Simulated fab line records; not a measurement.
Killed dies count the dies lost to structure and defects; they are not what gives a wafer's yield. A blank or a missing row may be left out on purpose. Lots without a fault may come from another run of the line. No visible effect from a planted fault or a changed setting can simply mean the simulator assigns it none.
fab line records / flow gf180mcu
record: lots: 7 wafers: 21 lastDay: 34
route steps=602 shown PSD@258 NSD@262 SAB@264
lots that met no fault: taken from a fault-free run of the same line
startH: hours from the record's opening day to when the first of the lot's shown wafers began / waitH: time in hours since the lot's previous step / " the same as in the row above / L1.1+2: one row covering several wafers at once / - no value, or no start given / * or withheld: withheld / < > ~ a bound
route shown NAME@n: names a module that has steps shown in the file, with the first one's number in the route / usual: the fault-free wafers' mean and standard deviation / same: alike in all rows / chamber/n: place in a boat / sites: the reading at each site / _std_site: their standard deviation / _edge_site: the outer-site mean with the inner-site mean subtracted / radiusMm: for every site, how far away it sits from the centre of the wafer / mask NAME#n: copy n / behind: the tool/chamber that last shaped the wafer / hold: the reason the lot was held/the length of the hold in hours/how it ended / device: which transistor (n, p or np) failed to switch / end of line: the route-end tests of the same wafers / a step with no rows: only its recipe / killed: count of dies lost to structure and defects at first sort (not the wafer's yield) / map: a wafer's dies, x killed, . not, _ none there
set.NAME: the run value of the setting; set.NAME@STEP: its run value at that earlier step / model.NAME: the simulator's own value behind a step, which no gauge read
a table for each step, a row for each wafer; lots at some steps of the route
services: a tool's chamber out of use, with start hour (startH, from the record's first day; less than 0 if before it), hours out, and reason
== steps ==
step: GF_PSD_STRIP_10
recipe: chemistry: O2/N2 powerW: 1400 pressureMtorr: 1500 platenTempC: 250 o2FlowSccm: 3000 n2FlowSccm: 300 overashFraction: 0.5
usual: drypumpMotorCurrentA: 5.7/0.37 heaterPowerW: 348/28 oesProductAu: 0.592/0.005 stripTimeToEndpointS: 16.53/0.033
same: overashFraction: 0.5
lot.wafer=L825.3 tool=plasmaAsher-04 chamber=0 startH=332.53 waitH=0.1 drypumpMotorCurrentA=6.0 heaterPowerW=335 oesProductAu=0.597 rfHoursCounterH=- stripTimeToEndpointS=16.52
lot.wafer=L825.4 tool=plasmaAsher-04 chamber=1 startH=332.53 waitH=0.1 drypumpMotorCurrentA=6.0 heaterPowerW=331 oesProductAu=0.589 rfHoursCounterH=- stripTimeToEndpointS=16.52
lot.wafer=L825.5 tool=plasmaAsher-04 chamber=0 startH=332.53 waitH=0.1 drypumpMotorCurrentA=6.0 heaterPowerW=341 oesProductAu=0.589 rfHoursCounterH=- stripTimeToEndpointS=16.53
lot.wafer=L832.1 tool=plasmaAsher-04 chamber=0 startH=390.88 waitH=0.1 drypumpMotorCurrentA=5.9 heaterPowerW=343 oesProductAu=0.594 rfHoursCounterH=73 stripTimeToEndpointS=16.52
lot.wafer=L832.2 tool=plasmaAsher-04 chamber=1 startH=390.88 waitH=0.1 drypumpMotorCurrentA=6.1 heaterPowerW=324 oesProductAu=0.585 rfHoursCounterH=73 stripTimeToEndpointS=16.50
lot.wafer=L832.4 tool=plasmaAsher-04 chamber=1 startH=390.88 waitH=0.1 drypumpMotorCurrentA=6.1 heaterPowerW=338 oesProductAu=0.597 rfHoursCounterH=- stripTimeToEndpointS=16.54
lot.wafer=L833.1 tool=plasmaAsher-04 chamber=1 startH=398.95 waitH=0.1 drypumpMotorCurrentA=6.1 heaterPowerW=333 oesProductAu=0.588 rfHoursCounterH=74 stripTimeToEndpointS=16.53
lot.wafer=L833.3 tool=plasmaAsher-04 chamber=1 startH=398.95 waitH=0.1 drypumpMotorCurrentA=6.1 heaterPowerW=324 oesProductAu=0.598 rfHoursCounterH=- stripTimeToEndpointS=16.53
lot.wafer=L833.6 tool=plasmaAsher-04 chamber=1 startH=398.95 waitH=0.1 drypumpMotorCurrentA=6.0 heaterPowerW=340 oesProductAu=0.597 rfHoursCounterH=- stripTimeToEndpointS=16.53
lot.wafer=L834.1 tool=plasmaAsher-04 chamber=0 startH=406.74 waitH=0.1 drypumpMotorCurrentA=5.9 heaterPowerW=339 oesProductAu=0.591 rfHoursCounterH=75 stripTimeToEndpointS=16.53
lot.wafer=L834.2 tool=plasmaAsher-04 chamber=1 startH=406.74 waitH=0.1 drypumpMotorCurrentA=6.0 heaterPowerW=332 oesProductAu=0.584 rfHoursCounterH=75 stripTimeToEndpointS=16.57
lot.wafer=L834.4 tool=plasmaAsher-04 chamber=1 startH=406.74 waitH=0.1 drypumpMotorCurrentA=6.0 heaterPowerW=332 oesProductAu=0.589 rfHoursCounterH=- stripTimeToEndpointS=16.55
lot.wafer=L835.1 tool=plasmaAsher-03 chamber=0 startH=413.73 waitH=0.1 drypumpMotorCurrentA=5.1 heaterPowerW=403 oesProductAu=0.592 rfHoursCounterH=32 stripTimeToEndpointS=16.55
lot.wafer=L835.3 tool=plasmaAsher-03 chamber=0 startH=413.73 waitH=0.1 drypumpMotorCurrentA=5.1 heaterPowerW=397 oesProductAu=0.585 rfHoursCounterH=- stripTimeToEndpointS=16.59
lot.wafer=L835.4 tool=plasmaAsher-03 chamber=1 startH=413.73 waitH=0.1 drypumpMotorCurrentA=5.9 heaterPowerW=361 oesProductAu=0.587 rfHoursCounterH=- stripTimeToEndpointS=16.56
lot.wafer=L839.4 tool=plasmaAsher-01 chamber=0 startH=454.33 waitH=0.1 drypumpMotorCurrentA=5.4 heaterPowerW=354 oesProductAu=0.592 rfHoursCounterH=- stripTimeToEndpointS=16.58
lot.wafer=L839.5 tool=plasmaAsher-01 chamber=0 startH=454.33 waitH=0.1 drypumpMotorCurrentA=5.3 heaterPowerW=358 oesProductAu=0.586 rfHoursCounterH=- stripTimeToEndpointS=16.57
lot.wafer=L839.6 tool=plasmaAsher-01 chamber=1 startH=454.33 waitH=0.1 drypumpMotorCurrentA=5.3 heaterPowerW=306 oesProductAu=0.600 rfHoursCounterH=- stripTimeToEndpointS=16.56
lot.wafer=L845.1 tool=plasmaAsher-01 chamber=0 startH=503.08 waitH=0.1 drypumpMotorCurrentA=5.3 heaterPowerW=368 oesProductAu=0.594 rfHoursCounterH=70 stripTimeToEndpointS=16.54
lot.wafer=L845.2 tool=plasmaAsher-01 chamber=1 startH=503.08 waitH=0.1 drypumpMotorCurrentA=5.4 heaterPowerW=308 oesProductAu=0.581 rfHoursCounterH=70 stripTimeToEndpointS=16.54
lot.wafer=L845.5 tool=plasmaAsher-01 chamber=1 startH=503.08 waitH=0.1 drypumpMotorCurrentA=5.4 heaterPowerW=308 oesProductAu=0.587 rfHoursCounterH=- stripTimeToEndpointS=16.58
step: GF_PSD_TW_MEAS_11
usual: PSD_TW: 3168/24
lot.wafer=L825.3 tool=filmMetro-01 chamber=- startH=332.61 waitH=0.1 PSD_TW=3173
lot.wafer=L825.4 tool=filmMetro-01 chamber=- startH=332.61 waitH=0.1 PSD_TW=3192
lot.wafer=L825.5 tool=filmMetro-01 chamber=- startH=332.61 waitH=0.1 PSD_TW=3165
lot.wafer=L832.1 tool=filmMetro-01 chamber=- startH=390.98 waitH=0.1 PSD_TW=3177
lot.wafer=L832.2 tool=filmMetro-01 chamber=- startH=390.98 waitH=0.1 PSD_TW=3190
lot.wafer=L832.4 tool=filmMetro-01 chamber=- startH=390.98 waitH=0.1 PSD_TW=3182
lot.wafer=L833.1 tool=filmMetro-01 chamber=- startH=399.05 waitH=0.1 PSD_TW=3204
lot.wafer=L833.3 tool=filmMetro-01 chamber=- startH=399.05 waitH=0.1 PSD_TW=3196
lot.wafer=L833.6 tool=filmMetro-01 chamber=- startH=399.05 waitH=0.1 PSD_TW=3201
lot.wafer=L834.1 tool=filmMetro-04 chamber=- startH=406.84 waitH=0.1 PSD_TW=3142
lot.wafer=L834.2 tool=filmMetro-04 chamber=- startH=406.84 waitH=0.1 PSD_TW=3151
lot.wafer=L834.4 tool=filmMetro-04 chamber=- startH=406.84 waitH=0.1 PSD_TW=3145
lot.wafer=L835.1 tool=filmMetro-03 chamber=- startH=413.83 waitH=0.1 PSD_TW=3170
lot.wafer=L835.3 tool=filmMetro-03 chamber=- startH=413.83 waitH=0.1 PSD_TW=3152
lot.wafer=L835.4 tool=filmMetro-03 chamber=- startH=413.83 waitH=0.1 PSD_TW=3159
lot.wafer=L839.4 tool=filmMetro-03 chamber=- startH=454.43 waitH=0.1 PSD_TW=3184
lot.wafer=L839.5 tool=filmMetro-03 chamber=- startH=454.43 waitH=0.1 PSD_TW=3186
lot.wafer=L839.6 tool=filmMetro-03 chamber=- startH=454.43 waitH=0.1 PSD_TW=3166
lot.wafer=L845.1 tool=filmMetro-03 chamber=- startH=503.18 waitH=0.1 PSD_TW=3186
lot.wafer=L845.2 tool=filmMetro-03 chamber=- startH=503.18 waitH=0.1 PSD_TW=3188
lot.wafer=L845.5 tool=filmMetro-03 chamber=- startH=503.18 waitH=0.1 PSD_TW=3170
step: GF_PSD_CLEAN_12
recipe: chemistry: SC1/SC2 mix: 1:4:20 tempC: 70 timeS: 150 dry: n2Spin
step: GF_PSD_RTA_13
recipe: tempC: 1025 timeS: 20 ambient: N2
usual: lampPowerPct: 31.5/2.5 wafer_temp_C_max: 1028.5/0.65
lot.wafer=L825.3 tool=rtpAnneal-01 chamber=0 startH=332.73 waitH=0.0 lampPowerPct=33.5 wafer_temp_C_max=1028.2
lot.wafer=L825.4 tool=rtpAnneal-01 chamber=0 startH=332.73 waitH=0.0 lampPowerPct=33.5 wafer_temp_C_max=1027.3
lot.wafer=L825.5 tool=rtpAnneal-01 chamber=0 startH=332.73 waitH=0.0 lampPowerPct=33.5 wafer_temp_C_max=1027.6
lot.wafer=L832.1 tool=rtpAnneal-01 chamber=0 startH=391.09 waitH=0.0 lampPowerPct=33.4 wafer_temp_C_max=1029.0
lot.wafer=L832.2 tool=rtpAnneal-01 chamber=0 startH=391.09 waitH=0.0 lampPowerPct=33.5 wafer_temp_C_max=1028.6
lot.wafer=L832.4 tool=rtpAnneal-01 chamber=0 startH=391.09 waitH=0.0 lampPowerPct=33.5 wafer_temp_C_max=1028.3
lot.wafer=L833.1 tool=rtpAnneal-01 chamber=0 startH=399.16 waitH=0.0 lampPowerPct=33.5 wafer_temp_C_max=1028.4
lot.wafer=L833.3 tool=rtpAnneal-01 chamber=0 startH=399.16 waitH=0.0 lampPowerPct=33.5 wafer_temp_C_max=1028.2
lot.wafer=L833.6 tool=rtpAnneal-01 chamber=0 startH=399.16 waitH=0.0 lampPowerPct=33.5 wafer_temp_C_max=1028.7
lot.wafer=L834.1 tool=rtpAnneal-01 chamber=0 startH=406.95 waitH=0.0 lampPowerPct=33.5 wafer_temp_C_max=1028.8
lot.wafer=L834.2 tool=rtpAnneal-01 chamber=0 startH=406.95 waitH=0.0 lampPowerPct=33.5 wafer_temp_C_max=1028.5
lot.wafer=L834.4 tool=rtpAnneal-01 chamber=0 startH=406.95 waitH=0.0 lampPowerPct=33.5 wafer_temp_C_max=1028.9
lot.wafer=L835.1 tool=rtpAnneal-01 chamber=0 startH=413.94 waitH=0.0 lampPowerPct=33.5 wafer_temp_C_max=1028.7
lot.wafer=L835.3 tool=rtpAnneal-01 chamber=0 startH=413.94 waitH=0.0 lampPowerPct=33.5 wafer_temp_C_max=1028.8
lot.wafer=L835.4 tool=rtpAnneal-01 chamber=0 startH=413.94 waitH=0.0 lampPowerPct=33.5 wafer_temp_C_max=1028.5
lot.wafer=L839.4 tool=rtpAnneal-01 chamber=0 startH=454.55 waitH=0.0 lampPowerPct=33.5 wafer_temp_C_max=1028.4
lot.wafer=L839.5 tool=rtpAnneal-01 chamber=0 startH=454.55 waitH=0.0 lampPowerPct=33.5 wafer_temp_C_max=1029.3
lot.wafer=L839.6 tool=rtpAnneal-01 chamber=0 startH=454.55 waitH=0.0 lampPowerPct=33.5 wafer_temp_C_max=1027.5
lot.wafer=L845.1 tool=rtpAnneal-01 chamber=0 startH=503.29 waitH=0.0 lampPowerPct=33.4 wafer_temp_C_max=1028.4
lot.wafer=L845.2 tool=rtpAnneal-01 chamber=0 startH=503.29 waitH=0.0 lampPowerPct=33.5 wafer_temp_C_max=1029.5
lot.wafer=L845.5 tool=rtpAnneal-01 chamber=0 startH=503.29 waitH=0.0 lampPowerPct=33.5 wafer_temp_C_max=1028.1
step: GF_PSD_RS_MEAS_14
recipe: thkMeasGauge: four-point-probe
usual: NSD_RS: 45.73/0.12
lot.wafer=L825.3 tool=filmMetro-03 chamber=- startH=332.83 waitH=0.1 NSD_RS[ohm/sq]=45.58
lot.wafer=L825.4 tool=filmMetro-03 chamber=- startH=332.83 waitH=0.1 NSD_RS[ohm/sq]=45.41
lot.wafer=L825.5 tool=filmMetro-03 chamber=- startH=332.83 waitH=0.1 NSD_RS[ohm/sq]=45.72
lot.wafer=L832.1 tool=filmMetro-04 chamber=- startH=391.17 waitH=0.1 NSD_RS[ohm/sq]=45.62
lot.wafer=L832.2 tool=filmMetro-04 chamber=- startH=391.17 waitH=0.1 NSD_RS[ohm/sq]=45.79
lot.wafer=L832.4 tool=filmMetro-04 chamber=- startH=391.17 waitH=0.1 NSD_RS[ohm/sq]=45.67
lot.wafer=L833.1 tool=filmMetro-03 chamber=- startH=399.24 waitH=0.1 NSD_RS[ohm/sq]=45.56
lot.wafer=L833.3 tool=filmMetro-03 chamber=- startH=399.24 waitH=0.1 NSD_RS[ohm/sq]=45.59
lot.wafer=L833.6 tool=filmMetro-03 chamber=- startH=399.24 waitH=0.1 NSD_RS[ohm/sq]=45.64
lot.wafer=L834.1 tool=filmMetro-01 chamber=- startH=407.03 waitH=0.1 NSD_RS[ohm/sq]=45.85
lot.wafer=L834.2 tool=filmMetro-01 chamber=- startH=407.03 waitH=0.1 NSD_RS[ohm/sq]=45.89
lot.wafer=L834.4 tool=filmMetro-01 chamber=- startH=407.03 waitH=0.1 NSD_RS[ohm/sq]=45.84
lot.wafer=L835.1 tool=filmMetro-04 chamber=- startH=414.02 waitH=0.1 NSD_RS[ohm/sq]=45.82
lot.wafer=L835.3 tool=filmMetro-04 chamber=- startH=414.02 waitH=0.1 NSD_RS[ohm/sq]=45.82
lot.wafer=L835.4 tool=filmMetro-04 chamber=- startH=414.02 waitH=0.1 NSD_RS[ohm/sq]=45.81
lot.wafer=L839.4 tool=filmMetro-04 chamber=- startH=454.65 waitH=0.1 NSD_RS[ohm/sq]=45.72
lot.wafer=L839.5 tool=filmMetro-04 chamber=- startH=454.65 waitH=0.1 NSD_RS[ohm/sq]=45.79
lot.wafer=L839.6 tool=filmMetro-04 chamber=- startH=454.65 waitH=0.1 NSD_RS[ohm/sq]=45.87
lot.wafer=L845.1 tool=filmMetro-01 chamber=- startH=503.37 waitH=0.1 NSD_RS[ohm/sq]=45.81
lot.wafer=L845.2 tool=filmMetro-01 chamber=- startH=503.37 waitH=0.1 NSD_RS[ohm/sq]=45.87
lot.wafer=L845.5 tool=filmMetro-01 chamber=- startH=503.37 waitH=0.1 NSD_RS[ohm/sq]=45.77
step: GF_PSD_RS_MEAS_15
recipe: thkMeasGauge: four-point-probe
usual: PSD_RS: 108.6/0.36
lot.wafer=L825.3 tool=filmMetro-03 chamber=- startH=332.95 waitH=0.1 PSD_RS[ohm/sq]=108.4
lot.wafer=L825.4 tool=filmMetro-03 chamber=- startH=332.95 waitH=0.1 PSD_RS[ohm/sq]=107.8
lot.wafer=L825.5 tool=filmMetro-03 chamber=- startH=332.95 waitH=0.1 PSD_RS[ohm/sq]=108.4
lot.wafer=L832.1 tool=filmMetro-04 chamber=- startH=391.29 waitH=0.1 PSD_RS[ohm/sq]=108.6
lot.wafer=L832.2 tool=filmMetro-04 chamber=- startH=391.29 waitH=0.1 PSD_RS[ohm/sq]=109.0
lot.wafer=L832.4 tool=filmMetro-04 chamber=- startH=391.29 waitH=0.1 PSD_RS[ohm/sq]=108.9
lot.wafer=L833.1 tool=filmMetro-03 chamber=- startH=399.36 waitH=0.1 PSD_RS[ohm/sq]=108.1
lot.wafer=L833.3 tool=filmMetro-03 chamber=- startH=399.36 waitH=0.1 PSD_RS[ohm/sq]=108.1
lot.wafer=L833.6 tool=filmMetro-03 chamber=- startH=399.36 waitH=0.1 PSD_RS[ohm/sq]=108.3
lot.wafer=L834.1 tool=filmMetro-01 chamber=- startH=407.15 waitH=0.1 PSD_RS[ohm/sq]=108.7
lot.wafer=L834.2 tool=filmMetro-01 chamber=- startH=407.15 waitH=0.1 PSD_RS[ohm/sq]=108.7
lot.wafer=L834.4 tool=filmMetro-01 chamber=- startH=407.15 waitH=0.1 PSD_RS[ohm/sq]=109.0
lot.wafer=L835.1 tool=filmMetro-04 chamber=- startH=414.14 waitH=0.1 PSD_RS[ohm/sq]=108.7
lot.wafer=L835.3 tool=filmMetro-04 chamber=- startH=414.14 waitH=0.1 PSD_RS[ohm/sq]=109.1
lot.wafer=L835.4 tool=filmMetro-04 chamber=- startH=414.14 waitH=0.1 PSD_RS[ohm/sq]=109.3
lot.wafer=L839.4 tool=filmMetro-04 chamber=- startH=454.77 waitH=0.1 PSD_RS[ohm/sq]=108.5
lot.wafer=L839.5 tool=filmMetro-04 chamber=- startH=454.77 waitH=0.1 PSD_RS[ohm/sq]=108.5
lot.wafer=L839.6 tool=filmMetro-04 chamber=- startH=454.77 waitH=0.1 PSD_RS[ohm/sq]=108.6
lot.wafer=L845.1 tool=filmMetro-01 chamber=- startH=503.49 waitH=0.1 PSD_RS[ohm/sq]=108.4
lot.wafer=L845.2 tool=filmMetro-01 chamber=- startH=503.49 waitH=0.1 PSD_RS[ohm/sq]=108.9
lot.wafer=L845.5 tool=filmMetro-01 chamber=- startH=503.49 waitH=0.1 PSD_RS[ohm/sq]=108.7
step: GF_SAB_CVD_00
recipe: material: SiO2 targetThkNm: 50 precursor: TEOS tempC: 400 timeS: 4.9302 rfW: 600
usual: heaterPowerOuterW: 351/58 heaterPowerW: 626/89
lot.wafer=L825.3 tool=pecvd-03 chamber=1 startH=333.03 waitH=0.1 heaterPowerOuterW=406 heaterPowerW=685
lot.wafer=L825.4 tool=pecvd-03 chamber=1 startH=333.03 waitH=0.1 heaterPowerOuterW=409 heaterPowerW=728
lot.wafer=L825.5 tool=pecvd-03 chamber=2 startH=333.03 waitH=0.1 heaterPowerOuterW=283 heaterPowerW=563
lot.wafer=L832.1 tool=pecvd-02 chamber=1 startH=391.41 waitH=0.1 heaterPowerOuterW=379 heaterPowerW=628
lot.wafer=L832.2 tool=pecvd-02 chamber=0 startH=391.41 waitH=0.1 heaterPowerOuterW=318 heaterPowerW=521
lot.wafer=L832.4 tool=pecvd-02 chamber=1 startH=391.41 waitH=0.1 heaterPowerOuterW=365 heaterPowerW=618
lot.wafer=L833.1 tool=pecvd-01 chamber=0 startH=399.52 waitH=0.1 heaterPowerOuterW=379 heaterPowerW=594
lot.wafer=L833.3 tool=pecvd-01 chamber=2 startH=399.52 waitH=0.1 heaterPowerOuterW=294 heaterPowerW=572
lot.wafer=L833.6 tool=pecvd-01 chamber=2 startH=399.52 waitH=0.1 heaterPowerOuterW=295 heaterPowerW=563
lot.wafer=L834.1 tool=pecvd-03 chamber=1 startH=407.27 waitH=0.1 heaterPowerOuterW=468 heaterPowerW=794
lot.wafer=L834.2 tool=pecvd-03 chamber=2 startH=407.27 waitH=0.1 heaterPowerOuterW=276 heaterPowerW=548
lot.wafer=L834.4 tool=pecvd-03 chamber=2 startH=407.27 waitH=0.1 heaterPowerOuterW=277 heaterPowerW=561
lot.wafer=L835.1 tool=pecvd-01 chamber=0 startH=414.26 waitH=0.1 heaterPowerOuterW=409 heaterPowerW=624
lot.wafer=L835.3 tool=pecvd-01 chamber=1 startH=414.26 waitH=0.1 heaterPowerOuterW=316 heaterPowerW=663
lot.wafer=L835.4 tool=pecvd-01 chamber=1 startH=414.26 waitH=0.1 heaterPowerOuterW=326 heaterPowerW=661
lot.wafer=L839.4 tool=pecvd-01 chamber=1 startH=454.84 waitH=0.0 heaterPowerOuterW=341 heaterPowerW=700
lot.wafer=L839.5 tool=pecvd-01 chamber=2 startH=454.84 waitH=0.0 heaterPowerOuterW=300 heaterPowerW=575
lot.wafer=L839.6 tool=pecvd-01 chamber=0 startH=454.84 waitH=0.0 heaterPowerOuterW=346 heaterPowerW=555
lot.wafer=L845.1 tool=pecvd-01 chamber=1 startH=503.61 waitH=0.1 heaterPowerOuterW=377 heaterPowerW=730
lot.wafer=L845.2 tool=pecvd-01 chamber=2 startH=503.61 waitH=0.1 heaterPowerOuterW=366 heaterPowerW=645
lot.wafer=L845.5 tool=pecvd-01 chamber=2 startH=503.61 waitH=0.1 heaterPowerOuterW=360 heaterPowerW=646
step: GF_SAB_THK_MEAS_01
recipe: reads: SiO2_of_SAB_CVD_00
usual: SAB_CVD_00_THK: 50.0/0.64
lot.wafer=L825.3 tool=filmMetro-01 chamber=- startH=333.06 waitH=0.0 SAB_CVD_00_THK[nm]=49.4
lot.wafer=L825.4 tool=filmMetro-01 chamber=- startH=333.06 waitH=0.0 SAB_CVD_00_THK[nm]=50.6
lot.wafer=L825.5 tool=filmMetro-01 chamber=- startH=333.06 waitH=0.0 SAB_CVD_00_THK[nm]=50.6
lot.wafer=L832.1 tool=filmMetro-03 chamber=- startH=391.43 waitH=0.0 SAB_CVD_00_THK[nm]=49.1
lot.wafer=L832.2 tool=filmMetro-03 chamber=- startH=391.43 waitH=0.0 SAB_CVD_00_THK[nm]=50.0
lot.wafer=L832.4 tool=filmMetro-03 chamber=- startH=391.43 waitH=0.0 SAB_CVD_00_THK[nm]=49.9
lot.wafer=L833.1 tool=filmMetro-03 chamber=- startH=399.54 waitH=0.0 SAB_CVD_00_THK[nm]=50.2
lot.wafer=L833.3 tool=filmMetro-03 chamber=- startH=399.54 waitH=0.0 SAB_CVD_00_THK[nm]=50.2
lot.wafer=L833.6 tool=filmMetro-03 chamber=- startH=399.54 waitH=0.0 SAB_CVD_00_THK[nm]=50.5
lot.wafer=L834.1 tool=filmMetro-03 chamber=- startH=407.29 waitH=0.0 SAB_CVD_00_THK[nm]=50.0
lot.wafer=L834.2 tool=filmMetro-03 chamber=- startH=407.29 waitH=0.0 SAB_CVD_00_THK[nm]=49.1
lot.wafer=L834.4 tool=filmMetro-03 chamber=- startH=407.29 waitH=0.0 SAB_CVD_00_THK[nm]=50.3
lot.wafer=L835.1 tool=filmMetro-03 chamber=- startH=414.28 waitH=0.0 SAB_CVD_00_THK[nm]=50.4
lot.wafer=L835.3 tool=filmMetro-03 chamber=- startH=414.28 waitH=0.0 SAB_CVD_00_THK[nm]=49.6
lot.wafer=L835.4 tool=filmMetro-03 chamber=- startH=414.28 waitH=0.0 SAB_CVD_00_THK[nm]=50.6
lot.wafer=L839.4 tool=filmMetro-03 chamber=- startH=454.88 waitH=0.0 SAB_CVD_00_THK[nm]=50.3
lot.wafer=L839.5 tool=filmMetro-03 chamber=- startH=454.88 waitH=0.0 SAB_CVD_00_THK[nm]=50.5
lot.wafer=L839.6 tool=filmMetro-03 chamber=- startH=454.88 waitH=0.0 SAB_CVD_00_THK[nm]=50.9
lot.wafer=L845.1 tool=filmMetro-03 chamber=- startH=503.63 waitH=0.0 SAB_CVD_00_THK[nm]=49.6
lot.wafer=L845.2 tool=filmMetro-03 chamber=- startH=503.63 waitH=0.0 SAB_CVD_00_THK[nm]=49.6
lot.wafer=L845.5 tool=filmMetro-03 chamber=- startH=503.63 waitH=0.0 SAB_CVD_00_THK[nm]=51.1
step: GF_SAB_DEHYDRATE_02
recipe: tempC: 200 timeS: 60
step: GF_SAB_HMDS_03
recipe: primeTimeS: 60 primeTempC: 120
step: GF_SAB_COAT_04
recipe: resist: NOVOLAK spinRpm: 3000 resistThkNm: 1000
step: GF_SAB_SOFTBAKE_05
recipe: tempC: 90 timeS: 60 resist: NOVOLAK
step: GF_SAB_EXPOSE_06
recipe: maskId: SAB targetCdNm: 420 na: 0.6 sourceShape: conventional sigmaOuter: 0.6 doseMj: 140
usual: exposureDoseMJCm2: 138.75/0.15 focusOffsetNm: 0.1/0.61
lot.wafer=L825.3 tool=ilineStepper-01 chamber=0 startH=343.90 waitH=- mask=SAB#0 exposureDoseMJCm2=138.53 focusOffsetNm=-0.4
lot.wafer=L825.4 tool=ilineStepper-01 chamber=0 startH=343.90 waitH=- mask=SAB#0 exposureDoseMJCm2=138.72 focusOffsetNm=-0.3
lot.wafer=L825.5 tool=ilineStepper-01 chamber=0 startH=343.90 waitH=- mask=SAB#0 exposureDoseMJCm2=138.63 focusOffsetNm=-0.9
lot.wafer=L832.1 tool=ilineStepper-01 chamber=0 startH=402.87 waitH=- mask=SAB#0 exposureDoseMJCm2=138.94 focusOffsetNm=0.5
lot.wafer=L832.2 tool=ilineStepper-01 chamber=0 startH=402.87 waitH=- mask=SAB#0 exposureDoseMJCm2=138.90 focusOffsetNm=0.4
lot.wafer=L832.4 tool=ilineStepper-01 chamber=0 startH=402.87 waitH=- mask=SAB#0 exposureDoseMJCm2=138.83 focusOffsetNm=-0.1
lot.wafer=L833.1 tool=ilineStepper-01 chamber=- startH=411.24 waitH=- mask=SAB#0 exposureDoseMJCm2=- focusOffsetNm=-
lot.wafer=L833.3 tool=ilineStepper-01 chamber=- startH=411.24 waitH=- mask=SAB#0 exposureDoseMJCm2=- focusOffsetNm=-
lot.wafer=L833.6 tool=ilineStepper-01 chamber=- startH=411.24 waitH=- mask=SAB#0 exposureDoseMJCm2=- focusOffsetNm=-
lot.wafer=L834.1 tool=ilineStepper-01 chamber=- startH=419.31 waitH=- mask=SAB#0 exposureDoseMJCm2=- focusOffsetNm=-
lot.wafer=L834.2 tool=ilineStepper-01 chamber=- startH=419.31 waitH=- mask=SAB#0 exposureDoseMJCm2=- focusOffsetNm=-
lot.wafer=L834.4 tool=ilineStepper-01 chamber=- startH=419.31 waitH=- mask=SAB#0 exposureDoseMJCm2=- focusOffsetNm=-
lot.wafer=L835.1 tool=ilineStepper-01 chamber=- startH=426.14 waitH=- mask=SAB#0 exposureDoseMJCm2=- focusOffsetNm=-
lot.wafer=L835.3 tool=ilineStepper-01 chamber=- startH=426.14 waitH=- mask=SAB#0 exposureDoseMJCm2=- focusOffsetNm=-
lot.wafer=L835.4 tool=ilineStepper-01 chamber=- startH=426.14 waitH=- mask=SAB#0 exposureDoseMJCm2=- focusOffsetNm=-
lot.wafer=L839.4 tool=ilineStepper-02 chamber=0 startH=467.20 waitH=- mask=SAB#0 exposureDoseMJCm2=138.88 focusOffsetNm=-1.0
lot.wafer=L839.5 tool=ilineStepper-02 chamber=0 startH=467.20 waitH=- mask=SAB#0 exposureDoseMJCm2=138.58 focusOffsetNm=-0.3
lot.wafer=L839.6 tool=ilineStepper-02 chamber=0 startH=467.20 waitH=- mask=SAB#0 exposureDoseMJCm2=139.03 focusOffsetNm=-0.5
lot.wafer=L845.1 tool=ilineStepper-02 chamber=0 startH=515.11 waitH=- mask=SAB#0 exposureDoseMJCm2=139.03 focusOffsetNm=0.3
lot.wafer=L845.2 tool=ilineStepper-02 chamber=0 startH=515.11 waitH=- mask=SAB#0 exposureDoseMJCm2=138.94 focusOffsetNm=-0.4
lot.wafer=L845.5 tool=ilineStepper-02 chamber=0 startH=515.11 waitH=- mask=SAB#0 exposureDoseMJCm2=138.69 focusOffsetNm=0.0
step: GF_SAB_PEB_07
recipe: tempC: withheld timeS: * resist: NOVOLAK
== services ==
tool=pecvd-02 chamber=- startH=332.36 hours=0.4 kind=repair
tool=pecvd-02 chamber=1 startH=342.31 hours=23.4 kind=repair
tool=pecvd-03 chamber=- startH=368.88 hours=14.0 kind=pm
tool=pecvd-03 chamber=0 startH=368.88 hours=14.0 kind=ventCycle
tool=pecvd-03 chamber=1 startH=368.88 hours=14.0 kind=ventCycle
tool=pecvd-03 chamber=2 startH=368.88 hours=14.0 kind=ventCycle
tool=plasmaAsher-01 chamber=- startH=371.37 hours=14.6 kind=pm
tool=pecvd-02 chamber=- startH=372.57 hours=6.7 kind=repair
tool=pecvd-01 chamber=- startH=376.81 hours=1.0 kind=repair
tool=pecvd-03 chamber=0 startH=382.88 hours=- kind=clean
tool=pecvd-03 chamber=1 startH=382.88 hours=- kind=clean
tool=pecvd-03 chamber=- startH=387.14 hours=3.0 kind=repair
tool=pecvd-03 chamber=- startH=392.37 hours=2.8 kind=pm
tool=pecvd-02 chamber=- startH=397.11 hours=2.8 kind=pm
tool=pecvd-03 chamber=- startH=397.50 hours=5.5 kind=pm
tool=pecvd-02 chamber=0 startH=410.53 hours=5.7 kind=repair
tool=plasmaAsher-01 chamber=- startH=411.43 hours=8.2 kind=repair
tool=pecvd-03 chamber=- startH=437.43 hours=26.5 kind=repair
tool=ilineStepper-01 chamber=- startH=444.46 hours=8.9 kind=pm
tool=pecvd-03 chamber=2 startH=460.36 hours=7.9 kind=repair
tool=rtpAnneal-01 chamber=- startH=465.64 hours=0.8 kind=pm
tool=ilineStepper-02 chamber=- startH=488.46 hours=1.7 kind=pm
tool=pecvd-01 chamber=- startH=511.07 hours=6.0 kind=pm
tool=plasmaAsher-01 chamber=- startH=514.57 hours=12.3 kind=repair
== key ==
firstSign: step: GF_SAB_EXPOSE_06 reading: toolRecord direction: missing
effect none on later readings
metAt GF_SAB_EXPOSE_06
struckWafers L833.1,L833.3,L833.6,L834.1,L834.2,L834.4,L835.1,L835.3,L835.4
laterRowsLeftOut L833.1,L833.3,L833.6,L834.1,L834.2,L834.4,L835.1,L835.3,L835.4
sortLeftOut L833.1,L833.3,L833.6,L834.1,L834.2,L834.4,L835.1,L835.3,L835.4
testerLeftOut L833,L834,L835
onsetBetween 402.87 411.24
fault: kind: skippedStepWhole tool: ilineStepper-01 chamber: - onsetH: 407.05 steps: GF_SAB_EXPOSE_06 scope: struckLotsOnly
testerLeftOut: of these lots the tester's yield and bins aren't shown, on N5 and GAA mostly nor the transistor test; their killed dies are dies lost to structure and defects alone, not to doping, threshold or leakage, so they don't give the yield
sortLeftOut: the simulated sort isn't trusted on such a fault, so these wafers' sort isn't shown, and their yield isn't known
laterRowsLeftOut: the simulator's readings of these wafers behind a module that went badly wrong aren't trusted and aren't shown, but for the sort
